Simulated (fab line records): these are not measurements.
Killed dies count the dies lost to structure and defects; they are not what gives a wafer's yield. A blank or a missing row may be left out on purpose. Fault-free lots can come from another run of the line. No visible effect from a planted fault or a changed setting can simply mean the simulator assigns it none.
What tool caused it? | flow sky130 | 39 wafers from 13 lots sampled at 5 of the route's 708 steps

== WHAT THE GAUGES SHOWED, per wafer ==
SKY_POLY_GATE_THK_MEAS_21.
lot  | measured     | on            | POLY_GATE_OXIDATION_THK (nm)
L952 | day 16 20:35 | film_metro-02 | 3.86 3.87 3.95
L954 | day 17 14:22 | film_metro-01 | 4.06 4.07 4.08
L956 | day 18 02:41 | film_metro-03 | 4.08 3.99 4.03
L959 | day 19 14:17 | film_metro-03 | 3.93 3.93 4.01
L960 | day 19 15:23 | film_metro-03 | 3.94 3.92 3.88
L961 | day 19 21:25 | film_metro-01 | 4.04 4.13 4.14
L962 | day 20 09:44 | film_metro-02 | 4.02 3.95 3.98
L963 | day 20 21:10 | film_metro-01 | 4.07 4.11 4.06
L968 | day 22 05:41 | film_metro-03 | 4.05 3.98 4.05
L971 | day 23 12:43 | film_metro-03 | 3.97 3.91 3.94
L972 | day 23 16:21 | film_metro-01 | 3.92 4.02 3.91
L974 | day 24 04:58 | film_metro-03 | 4.03 4.00 4.14
L975 | day 24 19:15 | film_metro-03 | 4.00 3.94 4.00

SKY_LDD_HVN_TW_MEAS_10.
lot  | measured     | on            | LDD_HVN_TW
L952 | day 20 16:47 | film_metro-03 | 1420 1414 1420
L954 | day 21 12:39 | film_metro-03 | 1416 1414 1421
L956 | day 21 23:34 | film_metro-03 | 1414 1420 1424
L959 | day 23 11:05 | film_metro-03 | 1427 1425 1430
L960 | day 23 11:44 | film_metro-01 | 1424 1427 1427
L961 | day 23 17:44 | film_metro-02 | 1804 1810 1812
L962 | day 24 06:14 | film_metro-02 | 1812 1799 1787
L963 | day 24 16:49 | film_metro-03 | 1434 1434 1431
L968 | day 26 00:59 | film_metro-02 | 1797 1801 1802
L971 | day 27 05:48 | film_metro-02 | 1448 1443 1438
L972 | day 27 09:13 | film_metro-01 | 1426 1427 1424
L974 | day 27 22:01 | film_metro-01 | 1433 1419 1427
L975 | day 28 12:08 | film_metro-02 | 1455 1468 1454

SKY_POLY_CUT_OVL_MEAS_09.
lot  | measured     | on         | POLY_CUT_OVL (nm)
L952 | day 24 12:55 | overlay-01 | 5 0 5
L954 | day 25 08:27 | overlay-02 | -2 9 2
L956 | day 25 20:28 | overlay-02 | -9 -3 -3
L959 | day 27 05:13 | overlay-01 | 0 2 0
L960 | day 27 07:50 | overlay-01 | 8 11 9
L961 | day 27 11:55 | overlay-02 | 9 10 9
L962 | day 27 22:47 | overlay-01 | -1 3 5
L963 | day 28 11:02 | overlay-01 | 3 -2 3
L968 | day 29 15:23 | overlay-01 | 3 -7 2
L971 | day 30 21:19 | overlay-01 | -1 -3 -3
L972 | day 30 22:32 | overlay-01 | 7 -2 1
L974 | day 31 12:02 | overlay-01 | 8 7 6
L975 | day 32 01:43 | overlay-01 | -2 1 3

== TOOL THAT RAN EACH LOT (tool first, then ch and the chambers of the sampled wafers, then the start) ==
lot  | SKY_SONOS_ONO_ETCH_15              | SKY_LDD_HVN_IMPLANT_08
L952 | rie_diel-02 ch 0,2,3, day 12 15:20 | implanter-04 ch 0, day 20 16:32
L954 | rie_diel-03 ch 0,2, day 13 17:08   | implanter-03 ch 0, day 21 12:24
L956 | rie_diel-04 ch 0,1,2, day 14 00:35 | implanter-03 ch 0, day 21 23:20
L959 | rie_diel-03 ch 0,1,3, day 15 11:17 | implanter-01 ch 0, day 23 10:50
L960 | rie_diel-02 ch 1,2, day 15 11:21   | implanter-04 ch 0, day 23 11:29
L961 | rie_diel-04 ch 1,2, day 15 21:02   | implanter-03 ch 0, day 23 17:13
L962 | rie_diel-04 ch 1,2,3, day 16 01:18 | implanter-04 ch 0, day 24 05:41
L963 | rie_diel-03 ch 0,1,3, day 16 14:00 | implanter-04 ch 0, day 24 16:35
L968 | rie_diel-03 ch 0,1, day 17 22:30   | implanter-01 ch 0, day 26 00:10
L971 | rie_diel-03 ch 0,1,2, day 19 06:06 | implanter-01 ch 0, day 27 05:33
L972 | rie_diel-04 ch 0,1, day 19 10:54   | implanter-01 ch 0, day 27 08:58
L974 | rie_diel-02 ch 2,3, day 19 23:22   | implanter-04 ch 0, day 27 21:48
L975 | rie_diel-02 ch 1,2, day 20 11:27   | implanter-01 ch 0, day 28 11:53
- SKY_SONOS_ONO_ETCH_15: etches the open film in CHF3/O2, target depth 19.52 nm, time 7.8 s.
- SKY_LDD_HVN_IMPLANT_08

== WHAT THE TOOLS THEMSELVES READ (means of the sampled wafers that have a number; where no wafer has one, the mark that the record gives instead) ==
SKY_SONOS_ONO_ETCH_15.
lot  | tool        | drypump_motor_current_A (A) | oes_product_au (a.u.) | throttle_valve_pct (%)
L952 | rie_diel-02 | 6.0                         | 0.997                 | 8.822
L954 | rie_diel-03 | 5.6                         | 0.999                 | 8.821
L956 | rie_diel-04 | 5.5                         | 1.000                 | 8.836
L959 | rie_diel-03 | 5.7                         | 1.002                 | 8.830
L960 | rie_diel-02 | 6.4                         | 0.999                 | 8.819
L961 | rie_diel-04 | 5.3                         | 0.999                 | 8.828
L962 | rie_diel-04 | 5.4                         | 1.009                 | 8.839
L963 | rie_diel-03 | 5.7                         | 0.998                 | 8.825
L968 | rie_diel-03 | 5.5                         | 1.000                 | 8.827
L971 | rie_diel-03 | 5.7                         | 0.999                 | 8.836
L972 | rie_diel-04 | 5.6                         | 1.001                 | 8.825
L974 | rie_diel-02 | 6.0                         | 1.002                 | 8.824
L975 | rie_diel-02 | 6.3                         | 1.001                 | 8.821

== THE ANSWER, worked out from the rows above alone ==
Rule: usual is defined by the lots themselves. Put in order of their means at a reading, lots are off if they are a third of the lots or fewer, leave a main group of 4 or more, and stand apart from it by a gap of 3 or more times the standard deviation of the main group's means; of several such gaps the widest counts. If all means in a main group match to the digits the tables above print for the reading, that group is not used. Also off: a lot with no number at a reading for which 4 or more lots have one. All remaining lots with rows at the step are treated as sound. First the gauges in route order, then the tools' own readings, where a lot's mean is used as printed above. The first step at which some lot is off is used, and at that step the reading that is off furthest; a lot without a number counts as furthest.
Off: L961, L962, L968, at SKY_LDD_HVN_TW_MEAS_10 (LDD_HVN_TW). Mean 1429 and standard deviation 12 in the main group.
A tool fits if, at a process step before that reading, it ran every lot that is off, and no sound lot after the first of them. The gauges at SKY_LDD_HVN_TW_MEAS_10 are tried like those tools. None of those tried fits.

== WHAT THE SIMULATOR HAD INSERTED ==
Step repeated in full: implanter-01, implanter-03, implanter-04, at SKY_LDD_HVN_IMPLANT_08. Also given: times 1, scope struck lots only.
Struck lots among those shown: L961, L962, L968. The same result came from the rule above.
